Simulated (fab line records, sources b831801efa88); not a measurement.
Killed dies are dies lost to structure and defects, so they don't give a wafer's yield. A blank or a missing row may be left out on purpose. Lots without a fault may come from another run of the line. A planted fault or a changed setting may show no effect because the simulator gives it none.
Tool commonality check | flow sky130 | 13 lots, 39 wafers sampled

WHY IT WAS OPENED
At SKY_LDD_HVP_TW_MEAS_10 the reading LDD_HVP_TW is flagged on 1 of 13 lots. Wafers without a fault read 459, standard deviation 4.7.
Rule: a lot is flagged when every wafer of it that has a number lies more than 4 standard deviations from that mean, or none has a number. The other lots count as sound.

lot  | measured     | on            | LDD_HVP_TW, wafer by wafer | flag
L496 | day 20 22:57 | film_metro-01 | 458 458 454                |
L497 | day 22 00:49 | film_metro-01 | 455 453 456                |
L498 | day 22 00:56 | film_metro-04 | 465 464 466                |
L499 | day 23 06:00 | film_metro-02 | 30 30 30                   | FLAGGED
L503 | day 24 07:38 | film_metro-04 | 465 465 466                |
L501 | day 24 08:26 | film_metro-02 | 460 460 460                |
L509 | day 26 10:02 | film_metro-04 | 465 463 463                |
L510 | day 26 16:39 | film_metro-02 | 455 456 459                |
L511 | day 27 02:09 | film_metro-04 | 468 465 468                |
L512 | day 27 07:06 | film_metro-01 | 452 450 454                |
L513 | day 27 17:44 | film_metro-02 | 463 460 459                |
L516 | day 28 19:28 | film_metro-04 | 465 462 465                |
L519 | day 29 13:03 | film_metro-04 | 466 466 466                |
The numbers of the flagged lots are 30 on average: -429 against the usual, or -91 standard deviations.

WHICH TOOL RAN EACH LOT
The record holds 3 process steps before the reading, out of a route of 708 steps. In each cell: the tool, then ch and the chambers that the sampled wafers went through, then the start.
lot  | flag    | SKY_GATE_OXIDE_STRIP_13              | SKY_LDD_HVN_STRIP_09                 | SKY_LDD_HVP_EXPOSE_04
L496 |         | plasma_asher-01 ch 0,1, day 13 10:46 | plasma_asher-02 ch 0,1, day 19 16:14 | iline_stepper-01 ch 0, day 20 08:12
L497 |         | plasma_asher-01 ch 1, day 13 22:27   | plasma_asher-02 ch 0, day 20 14:47   | iline_stepper-02 ch 0, day 21 09:17
L498 |         | plasma_asher-01 ch 0,1, day 14 05:52 | plasma_asher-02 ch 0,1, day 20 17:11 | iline_stepper-02 ch 0, day 21 09:24
L499 | FLAGGED | plasma_asher-01 ch 0,1, day 15 03:39 | plasma_asher-02 ch 0,1, day 21 23:38 | iline_stepper-01 ch 0, day 22 14:28
L503 |         | plasma_asher-01 ch 0,1, day 16 04:03 | plasma_asher-02 ch 0,1, day 23 01:29 | iline_stepper-01 ch 0, day 23 16:31
L501 |         | plasma_asher-03 ch 0, day 16 03:49   | plasma_asher-03 ch 1, day 23 01:46   | iline_stepper-01 ch 0, day 23 17:11
L509 |         | plasma_asher-01 ch 0,1, day 18 09:55 | plasma_asher-02 ch 1, day 25 03:55   | iline_stepper-02 ch 0, day 25 19:07
L510 |         | plasma_asher-01 ch 0,1, day 18 16:39 | plasma_asher-04 ch 0,1, day 25 11:29 | iline_stepper-01 ch 0, day 26 02:07
L511 |         | plasma_asher-01 ch 0,1, day 19 01:40 | plasma_asher-03 ch 0,1, day 25 21:17 | iline_stepper-02 ch 0, day 26 11:44
L512 |         | plasma_asher-02 ch 0,1, day 19 12:39 | plasma_asher-02 ch 0,1, day 26 02:20 | iline_stepper-02 ch 0, day 26 16:58
L513 |         | plasma_asher-03 ch 1, day 19 20:27   | plasma_asher-04 ch 0,1, day 26 12:28 | iline_stepper-01 ch 0, day 27 03:13
L516 |         | plasma_asher-03 ch 0,1, day 20 23:36 | plasma_asher-02 ch 0,1, day 27 14:53 | iline_stepper-01 ch 0, day 28 05:12
L519 |         | plasma_asher-01 ch 0,1, day 21 21:34 | plasma_asher-03 ch 0,1, day 28 08:32 | iline_stepper-02 ch 0, day 28 23:00
What these steps do:
- SKY_GATE_OXIDE_STRIP_13: strips in O2/N2.
- SKY_LDD_HVN_STRIP_09: strips in O2/N2.
- SKY_LDD_HVP_EXPOSE_04: exposes mask HVPTM, target cd 700 nm.
- SKY_LDD_HVP_TW_MEAS_10

FLAGGED OVER TOTAL, TOOL BY TOOL (the gauges that took the reading come last)
step                    | tool             | lots run | flagged | share of the flagged lots | sound lots run after its first flagged lot
SKY_GATE_OXIDE_STRIP_13 | plasma_asher-01  | 9        | 1       | all                       | 5 (L503,L509,L510,L511,L519)
SKY_GATE_OXIDE_STRIP_13 | plasma_asher-02  | 1        | 0       | none                      | -
SKY_GATE_OXIDE_STRIP_13 | plasma_asher-03  | 3        | 0       | none                      | -
SKY_LDD_HVN_STRIP_09    | plasma_asher-02  | 8        | 1       | all                       | 4 (L503,L509,L512,L516)
SKY_LDD_HVN_STRIP_09    | plasma_asher-03  | 3        | 0       | none                      | -
SKY_LDD_HVN_STRIP_09    | plasma_asher-04  | 2        | 0       | none                      | -
SKY_LDD_HVP_EXPOSE_04   | iline_stepper-01 | 7        | 1       | all                       | 5 (L503,L501,L510,L513,L516)
SKY_LDD_HVP_EXPOSE_04   | iline_stepper-02 | 6        | 0       | none                      | -
SKY_LDD_HVP_TW_MEAS_10  | film_metro-01    | 3        | 0       | none                      | -
SKY_LDD_HVP_TW_MEAS_10  | film_metro-02    | 4        | 1       | all                       | 3 (L501,L510,L513)
SKY_LDD_HVP_TW_MEAS_10  | film_metro-04    | 6        | 0       | none                      | -

WHAT THE TABLE ALLOWS
4 rows of the table ran every flagged lot: plasma_asher-01 at SKY_GATE_OXIDE_STRIP_13, plasma_asher-02 at SKY_LDD_HVN_STRIP_09, iline_stepper-01 at SKY_LDD_HVP_EXPOSE_04, film_metro-02 at SKY_LDD_HVP_TW_MEAS_10.
- plasma_asher-01 at SKY_GATE_OXIDE_STRIP_13: 1 of its 9 lots flagged. Sound lots ran on it after the first flagged one (L503, L509, L510, L511, L519), which a lasting fault on the whole tool wouldn't allow.
- plasma_asher-02 at SKY_LDD_HVN_STRIP_09: 1 of its 8 lots flagged. Sound lots ran on it after the first flagged one (L503, L509, L512, L516), which a lasting fault on the whole tool wouldn't allow.
- iline_stepper-01 at SKY_LDD_HVP_EXPOSE_04: 1 of its 7 lots flagged. Sound lots ran on it after the first flagged one (L503, L501, L510, L513, L516), which a lasting fault on the whole tool wouldn't allow.
- film_metro-02 at SKY_LDD_HVP_TW_MEAS_10: 1 of its 4 lots flagged. Sound lots ran on it after the first flagged one (L501, L510, L513), which a lasting fault on the whole tool wouldn't allow.
No row of the table ran every flagged lot and no sound lot after the first.

WHAT THE SIMULATOR HAD PUT IN
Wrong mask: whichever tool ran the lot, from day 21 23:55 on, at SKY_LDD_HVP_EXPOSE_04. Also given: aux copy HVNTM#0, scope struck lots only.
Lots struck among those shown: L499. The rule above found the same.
